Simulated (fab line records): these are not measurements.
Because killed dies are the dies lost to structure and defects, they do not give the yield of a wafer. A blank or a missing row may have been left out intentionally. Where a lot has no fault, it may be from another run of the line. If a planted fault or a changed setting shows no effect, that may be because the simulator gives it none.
Matching of chambers	flow gf180mcu	GF_V5_ETCH_16 on rie-diel-03: 4 sister chambers
The step etches BARC in N2/H2. 16 wafers are shown with their chamber, then 8 later ones without.

## EACH WAFER AND ITS CHAMBER
wafer	chamber	drypump-motor-current-A (A)	throttle-valve-pct (%)	oes-product-au (a.u.)
L080.4	0	5.8	13.224	0.860
L080.5	2	5.6	13.227	0.853
L080.6	3	5.7	13.222	0.850
L083.1	1	5.7	13.209	0.856
L083.3	2	5.6	13.223	0.858
L083.6	1	5.7	13.226	0.848
L084.1	0	5.8	13.233	0.856
L084.2	2	5.6	13.220	0.859
L084.3	1	5.7	13.219	0.850
L084.4	3	5.6	13.220	0.857
L084.5	0	5.8	13.243	0.854
L084.6	1	5.7	13.218	0.848
L085.2	0	5.8	13.219	0.852
L085.3	1	5.7	13.217	0.862
L085.6	3	5.6	13.227	0.857
L086.1	2	5.6	13.237	0.851

SIGNATURES (averages over the wafers above)
reading	chamber 0	chamber 1	chamber 2	chamber 3	scatter within a chamber
drypump-motor-current-A	5.800	5.700	5.600	5.633	0.0236
throttle-valve-pct	13.22975	13.21780	13.22675	13.22300	0.00748
oes-product-au	0.85550	0.85280	0.85525	0.85467	0.00467
Rule: for a wafer and a chamber, the distance is found by dividing, reading by reading, the gap between the wafer's reading and the chamber's mean by the reading's scatter, squaring, summing and taking the root. The wafer belongs to the nearest chamber; if the next one is less than 2 further off, it can't be placed. The scatter is the square root of a quotient: the sum, over the shown wafers, of each reading's squared deviation from its chamber's mean, divided by wafers minus chambers.

## WAFERS WHOSE CHAMBER IS MISSING
wafer	drypump-motor-current-A (A)	throttle-valve-pct (%)	oes-product-au (a.u.)
L086.3	5.7	13.235	0.855
L086.6	5.7	13.214	0.854
L090.2	5.6	13.242	0.862
L090.3	5.8	13.229	0.854
L090.5	5.7	13.222	0.855
L095.1	5.7	13.218	0.843
L095.3	5.8	13.216	0.855
L095.6	5.8	13.204	0.850

## EACH ONE'S CHAMBER
wafer	from the rows above	in truth
L086.3	can't be placed: 1 or 3 or 0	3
L086.6	1	1
L090.2	can't be placed: 2 or 3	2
L090.3	0	0
L090.5	1	1
L095.1	can't be placed: 1 or 3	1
L095.3	0	0
L095.6	can't be placed: 0 or 1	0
4 of 8 placed correctly. Not placeable from these rows: 4 (in 4, the candidates include the true chamber). Number placed wrongly: 0.
